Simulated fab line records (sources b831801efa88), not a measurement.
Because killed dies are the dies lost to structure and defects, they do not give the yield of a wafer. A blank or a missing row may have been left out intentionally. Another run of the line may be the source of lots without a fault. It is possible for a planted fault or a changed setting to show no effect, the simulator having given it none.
Chamber matching + flow gf180mcu + 4 sister chambers for GF_V2_ETCH_16 on rie_diel-01
The step etches BARC in N2/H2. 8 wafers are shown with their chamber, then 12 later ones without.

== EACH WAFER AND ITS CHAMBER ==
| wafer  | chamber | drypump_motor_current_A (A) | oes_product_au (a.u.) |
|--------|---------|-----------------------------|-----------------------|
| L082.1 | 1       | 6.5                         | 0.856                 |
| L082.2 | 2       | 5.8                         | 0.851                 |
| L083.2 | 3       | 5.6                         | 0.855                 |
| L083.3 | 0       | 5.5                         | 0.858                 |
| L083.4 | 2       | 5.9                         | 0.837                 |
| L086.1 | 3       | 5.6                         | 0.853                 |
| L086.3 | 0       | 5.5                         | 0.863                 |
| L086.5 | 1       | 6.5                         | 0.861                 |

== WAFERS WHOSE CHAMBER IS MISSING ==
| wafer  | drypump_motor_current_A (A) | oes_product_au (a.u.) |
|--------|-----------------------------|-----------------------|
| L090.1 | 6.5                         | 0.858                 |
| L090.2 | 5.6                         | 0.852                 |
| L090.3 | 5.9                         | 0.860                 |
| L090.4 | 5.4                         | 0.848                 |
| L090.5 | 5.4                         | 0.857                 |
| L090.6 | 6.5                         | 0.847                 |
| L091.1 | 5.6                         | 0.852                 |
| L091.2 | 5.4                         | 0.853                 |
| L091.5 | 5.8                         | 0.859                 |
| L097.1 | 5.6                         | 0.847                 |
| L097.3 | 5.4                         | 0.857                 |
| L097.5 | 5.9                         | 0.855                 |

== THE CHAMBER EACH PASSED THROUGH ==
| wafer  | from the rows above | in truth |
|--------|---------------------|----------|
| L090.1 | 1                   | 1        |
| L090.2 | 3                   | 3        |
| L090.3 | 2                   | 2        |
| L090.4 | 0                   | 0        |
| L090.5 | 0                   | 0        |
| L090.6 | 1                   | 1        |
| L091.1 | 3                   | 3        |
| L091.2 | 0                   | 0        |
| L091.5 | 2                   | 2        |
| L097.1 | 3                   | 3        |
| L097.3 | 0                   | 0        |
| L097.5 | 2                   | 2        |
Placed correctly: 12 of 12. From these rows, 0 cannot be placed. 0 placed wrongly.
How it was worked out, from the rows above alone: a wafer's distance from a chamber is the root of the sum, over the readings, of the square of ((its reading less the chamber's mean) divided by the reading's scatter). The wafer belongs to the nearest chamber; if the next one is less than 2 further off, it can't be placed. The mean given for a chamber averages the wafers shown for that chamber. How the scatter is found: for the shown wafers, subtract from each reading the mean of its chamber, square and add these, divide the total by (wafers less chambers), then take the root.
